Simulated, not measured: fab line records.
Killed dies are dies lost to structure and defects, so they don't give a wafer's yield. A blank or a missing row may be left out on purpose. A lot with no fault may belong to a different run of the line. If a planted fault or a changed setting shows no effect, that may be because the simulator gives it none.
Comparing a struck lot with a sound one + flow sky130 + 36 steps out of a route of 708
Sound: these wafers, L908.1, L908.2, L908.3. Struck: wafers L922.2, L922.3, L922.6. Last of all comes the cause.
Order at every step that has rows: each side's tool, ch and its chambers, its first start. Under that, the readings that differ: sound wafers + struck wafers + difference of the means + sigmas: that difference in standard deviations of wafers without a fault.
alike: same words and numbers on both sides, and readings whose means sit less than 2 such deviations apart. not compared: any withheld reading, any reading some wafer has no value for, any bound like >300 that may hide the same value, and any number with overlapping values for which the record gives no deviation.
Wherever a step has rows on one side only, a row that says differs or no value, or a row with sigmas, the two part there. Numbers that don't overlap but have no deviation are shown without sigmas and don't part them. A reading missing from all wafers of one side parts the sides only when that side holds two or more wafers.

first, 10 steps without rows for these wafers: SKY_POLY_CUT_ETCH_10 (etches BARC in N2/H2, stops on SiO2, time 45.9 s, target depth 60 nm); SKY_POLY_CUT_ETCH_11 (etches Si3N4 in CF4/CH2F2/Ar, stops on poly-Si, time 42.5 s, target depth 60 nm); SKY_POLY_CUT_STRIP_12 (strips in O2/N2); SKY_SD_P_DEHYDRATE_00 (time 60 s); SKY_SD_P_HMDS_01 (prime time 60 s); SKY_SD_P_COAT_02 (resist thk 1140 nm); SKY_SD_P_SOFTBAKE_03 (time 60 s); SKY_SD_P_EXPOSE_04 (exposes mask PSDM, target cd 380 nm); SKY_SD_P_PEB_05; SKY_SD_P_DEVELOP_06 (develop time 60 s).
SKY_SD_P_IMPLANT_09:
  sound on implanter-03 ch 0, day 26 14:56; struck on implanter-03 ch 0, day 31 09:51
SKY_SD_P_STRIP_10: strips in O2/N2.
  sound on plasma_asher-01 ch 0,1, day 26 15:05; struck on plasma_asher-03 ch 0,1, day 31 09:59
| reading                      | sound             | struck            | difference | sigmas |
|------------------------------|-------------------|-------------------|------------|--------|
| strip_time_to_endpoint_s (s) | 17.52 17.56 17.56 | 17.16 17.18 17.15 | -0.38      | -9     |
  alike: drypump_motor_current_A, oes_product_au
  not compared: rf_hours_counter_h
SKY_SD_P_TW_MEAS_11:
  sound on film_metro-04 at day 26 15:11; struck on film_metro-02 at day 31 10:05
| reading | sound          | struck         | difference | sigmas |
|---------|----------------|----------------|------------|--------|
| SD_P_TW | 2836 2834 2845 | 2718 2707 2705 | -128       | -4     |
then, 21 steps without rows for these wafers: SKY_RES_XHIGH_DEHYDRATE_00 (time 60 s); SKY_RES_XHIGH_HMDS_01 (prime time 60 s); SKY_RES_XHIGH_COAT_02 (resist thk 1140 nm); SKY_RES_XHIGH_SOFTBAKE_03 (time 60 s); SKY_RES_XHIGH_EXPOSE_04 (exposes mask URPM, target cd 1270 nm); SKY_RES_XHIGH_PEB_05; SKY_RES_XHIGH_DEVELOP_06 (develop time 60 s); SKY_RES_XHIGH_IMPLANT_07; SKY_RES_XHIGH_STRIP_08 (strips in O2/N2); SKY_SD_N_DEHYDRATE_00 (time 60 s); SKY_SD_N_HMDS_01 (prime time 60 s); SKY_SD_N_COAT_02 (resist thk 1140 nm); SKY_SD_N_SOFTBAKE_03 (time 60 s); SKY_SD_N_EXPOSE_04 (exposes mask NSDM, target cd 380 nm); SKY_SD_N_PEB_05; SKY_SD_N_DEVELOP_06 (develop time 60 s); SKY_SD_N_IMPLANT_09; SKY_SD_N_IMPLANT_10; SKY_SD_N_STRIP_11 (strips in O2/N2); SKY_SD_N_CLEAN_13 (cleans in SC1/SC2, time 150 s); SKY_SD_N_RTA_14 (time 2 s).
-- the record jumps here: 2 days lie between the struck wafers' starts before and after --
SKY_SD_N_RS_MEAS_17: uses a four-point probe to measure.
  sound on film_metro-04 at day 29 02:37; struck on film_metro-02 at day 33 16:56
| reading          | sound             | struck            | difference | sigmas |
|------------------|-------------------|-------------------|------------|--------|
| SD_P_RS (ohm/sq) | 147.3 146.5 147.1 | 149.8 150.1 149.6 | +2.9       | +8     |
-- a jump in the record: the struck wafers' starts before and after are 16 days apart (it breaks off in module SD_N and resumes in module PAD_OPEN, where the first step shown is number 708 of the route) --
SKY_PAD_OPEN_PROBE_99:
  sound on prober-02 at day 46 16:58; struck on prober-01 at day 49 22:38
| reading                             | sound             | struck            | difference | sigmas |
|-------------------------------------|-------------------|-------------------|------------|--------|
| model.etest.res_high_po.line_ohm_um | 735.9 724.6 768.7 | 828.1 832.4 821.2 | +84.2      |        |
| model.etest.licon_high_po.rc_ohm    | 348.8 337.2 354.7 | 430.4 443 449.6   | +94.1      |        |
| model.etest.res_pdiff.line_ohm_um   | 1341 1289 1360    | 1404 1402 1424    | +80        |        |
| model.etest.licon_pdiff.rc_ohm      | 591.9 568.8 591   | 617.2 596.9 592.9 | +18.4      |        |
| model.etest.res_high_po.rs_ohm_sq   | 262.5 260.1 265.2 | 290 297.6 290.6   | +30        |        |
| model.etest.res_pdiff_hv.rs_ohm_sq  | 190.4 188.5 187.3 | 198.2 197.7 201.7 | +10.5      |        |
| model.etest.res_pdiff.rs_ohm_sq     | 194.5 194.6 196.2 | 201.2 201.4 204.2 | +7.2       |        |
  alike: killed_at_M0_to_M3, killed_at_M4_up, killed_at_contacts, killed_at_front_end, killed_at_other, killed_dies, killed_open, killed_short

== WHERE THEY PART ==
First at SKY_SD_P_STRIP_10; last, within this record, at SKY_SD_N_RS_MEAS_17. Later steps at which nothing parts them and some readings are alike: SKY_PAD_OPEN_PROBE_99.

WHY: what the simulator had put in
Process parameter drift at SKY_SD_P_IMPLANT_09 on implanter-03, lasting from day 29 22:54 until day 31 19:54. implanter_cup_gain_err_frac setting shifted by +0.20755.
